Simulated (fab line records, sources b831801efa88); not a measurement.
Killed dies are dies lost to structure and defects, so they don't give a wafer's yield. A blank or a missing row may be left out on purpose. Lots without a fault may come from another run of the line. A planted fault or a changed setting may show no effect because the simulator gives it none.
A struck lot beside a sound one | flow gf180mcu | 20 steps out of a route of 602
Sound: wafers L713.2, L713.3, L713.6. Struck: wafer L699.2. (L699.1 of the same lot was not struck and is left out.) The cause comes at the end.
At each step with rows: each side's tool, then ch and its chambers, then its first start. Under that, the readings that differ: sound wafers | struck wafers | difference of the means | sigmas: that difference in standard deviations of wafers without a fault.
alike: readings whose means differ by less than 2 such deviations, and words and numbers that are the same on both sides. not compared: withheld readings, readings that some wafer has no value for, bounds like >300 that may hide the same value, and numbers for which the record gives no deviation and whose values overlap.
The two part at a step that has a row with sigmas, a row that says differs or no value, or rows on one side only. Numbers that don't overlap but have no deviation are shown without sigmas and don't part them. A reading that every wafer of one side lacks parts them only if that side has two wafers or more.

first, 1 step without rows for these wafers: GF_DUAL_GATE_WET_ETCH_12 (etches SiO2 in dHF, target depth 13 nm, time 260 s).
GF_DUAL_GATE_STRIP_13: strips in O2/N2.
  sound on plasma_asher-04 ch 0,1, day 14 10:59; struck on plasma_asher-01 ch 0, day 10 08:01
  reading                      | sound             | struck | difference | sigmas
  strip_time_to_endpoint_s (s) | 12.62 12.67 12.62 | 12.55  | -0.09      | -3
  alike: drypump_motor_current_A, heater_power_w, oes_product_au
  not compared: rf_hours_counter_h
then, 3 steps without rows for these wafers: GF_DUAL_GATE_CLEAN_14 (cleans in SC1/SC2, time 150 s); GF_DUAL_GATE_OXIDATION_15 (stabilise 600 s, purge 300 s, target thk 7.098 nm); GF_POLY_GATE_CVD_00 (deposits poly-Si, target thk 200 nm, time 1200 s).
GF_POLY_GATE_THK_MEAS_01:
  sound on film_metro-02, day 14 14:05; struck on film_metro-02, day 10 13:32
  alike: POLY_GATE_CVD_00_THK
then, 6 steps without rows for these wafers: GF_POLY_GATE_DEHYDRATE_02 (time 60 s); GF_POLY_GATE_HMDS_03 (prime time 60 s); GF_POLY_GATE_COAT_04; GF_POLY_GATE_COAT_05 (resist thk 700 nm); GF_POLY_GATE_SOFTBAKE_06 (time 60 s); GF_POLY_GATE_EXPOSE_07 (exposes mask Poly2, target cd 280 nm).
GF_POLY_GATE_PEB_08: peb time 90 s.
  sound on litho_track-01 ch 0, day 15 11:13; struck on litho_track-03 ch 0, day 11 06:48
  reading                  | sound             | struck | difference | sigmas
  heater_power_total_W (W) | 85.73 85.69 85.76 | 90.13  | +4.40      | +55
  alike: resist_line_temp_C
then, 1 step without rows for these wafers: GF_POLY_GATE_DEVELOP_09 (develop time 60 s).
GF_POLY_GATE_CD_MEAS_10: target cd 280 nm.
  sound on cd_sem-01, day 15 11:33; struck on cd_sem-01, day 11 07:09
  reading    | sound             | struck | difference | sigmas
  cd_nm (nm) | 278.3 279.7 279.4 | 282.2  | +3.1       | +3
GF_POLY_GATE_OVL_MEAS_11:
  sound on overlay-01, day 15 11:39; struck on overlay-02, day 11 07:16
  alike: POLY_GATE_OVL
GF_POLY_GATE_ETCH_12: etches BARC in N2/H2.
  sound on rie_diel-02 ch 1,3, day 15 11:41; struck on rie_diel-03 ch 1, day 11 07:18
  reading                    | sound                | struck | difference | sigmas
  throttle_valve_pct (%)     | 13.206 13.197 13.221 | 13.234 | +0.026     | +3
  model.POLY_GATE.cd_nm (nm) | 280.4 280.1 281.3    | 282.6  | +2.0       |
  alike: drypump_motor_current_A, oes_product_au
GF_POLY_GATE_ETCH_13: etches poly-Si in HBr/Cl2, stops on SiO2, target depth 198.5 nm, time 69.6 s.
  sound on rie_si-01 ch 1,2,3, day 15 11:44; struck on rie_si-01 ch 1, day 11 07:21
  alike: drypump_motor_current_A, oes_product_au, throttle_valve_pct
  not compared: rf_hours_counter_h, model.POLY_GATE.cd_nm
GF_POLY_GATE_STRIP_14: strips in O2/N2.
  sound on plasma_asher-02 ch 0,1, day 15 11:47; struck on plasma_asher-04 ch 0, day 11 07:25
  alike: drypump_motor_current_A, heater_power_w, oes_product_au
  not compared: rf_hours_counter_h
GF_PASSIVATION_PROBE_99:
  the record has rows for the sound wafers here (prober-01, day 34 16:31) and none for the struck ones

WHERE THEY PART
First at GF_DUAL_GATE_STRIP_13; last, within this record, at GF_PASSIVATION_PROBE_99.

WHY: what the simulator had put in
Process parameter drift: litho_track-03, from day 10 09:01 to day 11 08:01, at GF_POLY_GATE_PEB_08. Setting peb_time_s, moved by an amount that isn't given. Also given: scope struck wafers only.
